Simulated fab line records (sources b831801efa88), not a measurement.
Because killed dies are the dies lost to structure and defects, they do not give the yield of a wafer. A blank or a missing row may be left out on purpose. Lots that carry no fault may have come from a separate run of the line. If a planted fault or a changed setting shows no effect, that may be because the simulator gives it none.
Lot-split experiment ; flow sky130 ; route with 708 steps; 5 lots, 23 wafers read

## THE SPLIT ITSELF
At SKY_SD_N_DEVELOP_06 (develop time 60 s), the setting devTempC was moved away from the recipe's 23 C on 10 of the 23 wafers read, by -15.9% to +12.9%. The other wafers ran this setting at the recipe's value.

Between the split and the reading, the file records no step.

## THE READING
cdNm (nm) at SKY_SD_N_CD_MEAS_07, where the cd target is 380 nm. A value of 379.8 nm with a standard deviation of 2.3 nm is what fault-free wafers of this fab line usually give.

wafer;tool, chamber at the split;devTempC as run, C;against the recipe;cdNm, nm;against lot-mates on the recipe
L074.1;lithoTrack-01, 0;20.75;-9.8%;383.7;+5.5
L074.2;lithoTrack-01, 0;20.75;-9.8%;384.6;+6.4
L074.3;lithoTrack-01, 0;20.75;-9.8%;386.6;+8.4
L074.4;lithoTrack-01, 0;23;recipe;379.7;-
L074.6;lithoTrack-01, 0;23;recipe;376.7;-
L078.1;lithoTrack-04, 0;23;recipe;379.6;-
L078.2;lithoTrack-04, 0;23;recipe;379.4;-
L078.4;lithoTrack-04, 0;23;recipe;379.8;-
L078.5;lithoTrack-04, 0;25.96;+12.9%;370.2;-9.4
L078.6;lithoTrack-04, 0;25.96;+12.9%;372.5;-7.1
L081.2;lithoTrack-04, 0;23;recipe;377.8;-
L081.3;lithoTrack-04, 0;23;recipe;382.0;-
L081.6;lithoTrack-04, 0;23;recipe;383.4;-
L083.1;lithoTrack-02, 0;19.34;-15.9%;388.6;+11.5
L083.2;lithoTrack-02, 0;19.34;-15.9%;388.6;+11.5
L083.4;lithoTrack-02, 0;23;recipe;377.2;-
L083.5;lithoTrack-02, 0;19.34;-15.9%;388.7;+11.6
L083.6;lithoTrack-02, 0;23;recipe;377.1;-
L085.1;lithoTrack-04, 0;23;recipe;380.5;-
L085.2;lithoTrack-04, 0;23;recipe;380.9;-
L085.3;lithoTrack-04, 0;23;recipe;381.0;-
L085.4;lithoTrack-04, 0;25.28;+9.9%;373.7;-7.1
L085.6;lithoTrack-04, 0;25.28;+9.9%;374.4;-6.4

THE FIT
A straight line over all 23 wafers: cdNm changes by -0.581 nm for each +1% of devTempC; r = -0.95; the points scatter about the line by 1.7 nm.
The same after taking each lot's own level away (the mean of its wafers on the recipe; 23 wafers): -0.692 nm for each +1%; r = -0.98; scatter 1.2 nm.
Per that fit: largest devTempC move, reading shift of 11 nm.
The span of the lots' own levels, 377.15 to 381.07 nm, comes to 1.7 times the standard deviation stated above.
Thus the slope moves with the lot-to-lot level: the two fits are different.
Check: for one of the wafers moved furthest among these (-15.9%), held out of the fit, the line's prediction against its lot-mates is +11.1 nm. Against them it came out at +11.5 nm.

## OTHER SPLITS APPLIED TO THESE WAFERS
Before the reading, these wafers also passed through other splits. Each is held against what the fit with the lots' levels taken away leaves over:
other split on the same wafers;wafers away from the commonest value;r with cdNm (lot level and that fit taken away)
SKY_SD_P_DEVELOP_06 developTimeS;6;+0.08
SKY_RES_XHIGH_IMPLANT_07 doseCm2;10;-0.02

## THE FILE'S OWN FIT
cdNm changes by -0.688 nm for each +1% of devTempC, r = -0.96.
